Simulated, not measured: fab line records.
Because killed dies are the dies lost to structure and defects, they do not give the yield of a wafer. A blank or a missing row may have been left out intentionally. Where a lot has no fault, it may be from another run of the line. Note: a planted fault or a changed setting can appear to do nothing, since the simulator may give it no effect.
Chamber matching -- flow sky130 -- 3 sister chambers for SKY_FIELD_ISO_CVD_24 on hdpcvd-02
The step deposits SiO2, target thk 595 nm, time 99.2 s. 3 wafers are shown with their chamber, then 8 later ones without.

## WAFERS WITH THEIR CHAMBER
wafer,chamber,runLengthS (s)
L886.1,0,126.7
L888.6,2,126.9
L890.1,1,128.1

## WAFERS WITHOUT THEIR CHAMBER
wafer,runLengthS (s)
L890.2,127.1
L890.4,127.7
L891.2,127.8
L891.5,127.4
L891.6,126.8
L893.1,127.8
L893.4,126.6
L893.6,127.4

## EACH ONE'S CHAMBER
wafer,from the rows above,in truth
L890.2,can't be placed: 2 or 0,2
L890.4,can't be placed: 1 or 2 or 0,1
L891.2,can't be placed: 1 or 2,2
L891.5,can't be placed: 2 or 1 or 0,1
L891.6,can't be placed: 0 or 2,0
L893.1,can't be placed: 1 or 2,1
L893.4,can't be placed: 0 or 2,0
L893.6,can't be placed: 2 or 1 or 0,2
Correct placement for 0 of the 8. Cannot be placed on the basis of these rows: 8; the candidates contain the true chamber in 8. 0 placed wrongly.
How it was worked out, from the rows above alone: a wafer's distance from a chamber is the root of the sum, over the readings, of the square of ((its reading less the chamber's mean) divided by the reading's scatter). The wafer belongs to the nearest chamber; if the next one is less than 2 further off, it can't be placed. For every chamber, the mean is computed from those of its wafers that are shown. The scatter: with one shown wafer a chamber, the root of the mean of the squares of how far each hidden wafer lies from its nearest shown one.
